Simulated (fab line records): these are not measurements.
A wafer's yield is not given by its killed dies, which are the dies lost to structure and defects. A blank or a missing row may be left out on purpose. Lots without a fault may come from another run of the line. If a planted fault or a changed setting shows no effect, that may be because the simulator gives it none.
A single fault, viewed from 2 desks -- flow sky130 -- each desk holds nothing but its own numbers, with what lay behind them at the end

AT THE TOOL OWNER'S DESK: plasma_asher-02
The tool's own readings at SKY_LDD_P_STRIP_10 (strips in O2/N2): means of the sampled wafers that have a number, for each lot that ran on this tool. Marked OUT: a lot whose mean sits more than 4 standard deviations from the usual mean, which makes it out of limits; the brackets give that distance.
Columns: A = drypump_motor_current_A at SKY_LDD_P_STRIP_10, usual 6.03 A; B = oes_product_au at SKY_LDD_P_STRIP_10, usual 0.716 a.u.; C = strip_time_to_endpoint_s at SKY_LDD_P_STRIP_10, usual 14.18 s
lot,first seen here,A,B,C
L542,day 19 13:54,5.70,0.721,14.20
L543,day 19 16:13,5.79,0.712,14.19
L551,day 23 16:24,5.79,0.717,14.24
L550,day 23 18:07,5.66,0.713,14.19
L553,day 24 08:36,5.80,0.716,14.14
L552,day 24 11:19,5.72,0.714,14.14
Finding of this desk: none of the 6 lots has anything out of limits.

AT THE METROLOGY DESK
What the gauges read for every lot (on any tool): the sampled wafers with a number, averaged. Marked OUT: a lot whose mean sits more than 4 standard deviations from the usual mean, which makes it out of limits; the brackets give that distance.
Columns: A = METAL5_ALCU_RS at SKY_METAL5_RS_MEAS_05, usual 0.0279 ohm/sq
lot,first seen here,A
L540,day 42 12:50,0.0289
L542,day 43 06:20,0.0279
L543,day 43 09:44,0.0275
L544,day 43 18:12,0.0278
L545,day 44 13:27,0.0280
L548,day 45 09:36,0.0276
L551,day 46 06:06,0.0283
L550,day 46 08:51,0.0283
L553,day 46 14:40,0.0276
L552,day 46 15:37,0.0279
L560,day 48 01:23,0.0280
L561,day 48 04:37,0.0284
L562,day 48 07:13,0.0282
Finding of this desk: none of the 13 lots has anything out of limits.

TAKEN TOGETHER
Nothing out of limits was seen by the tool owner's desk.
The metrology desk saw nothing out of limits.

WHAT WAS PUT IN BY THE SIMULATOR
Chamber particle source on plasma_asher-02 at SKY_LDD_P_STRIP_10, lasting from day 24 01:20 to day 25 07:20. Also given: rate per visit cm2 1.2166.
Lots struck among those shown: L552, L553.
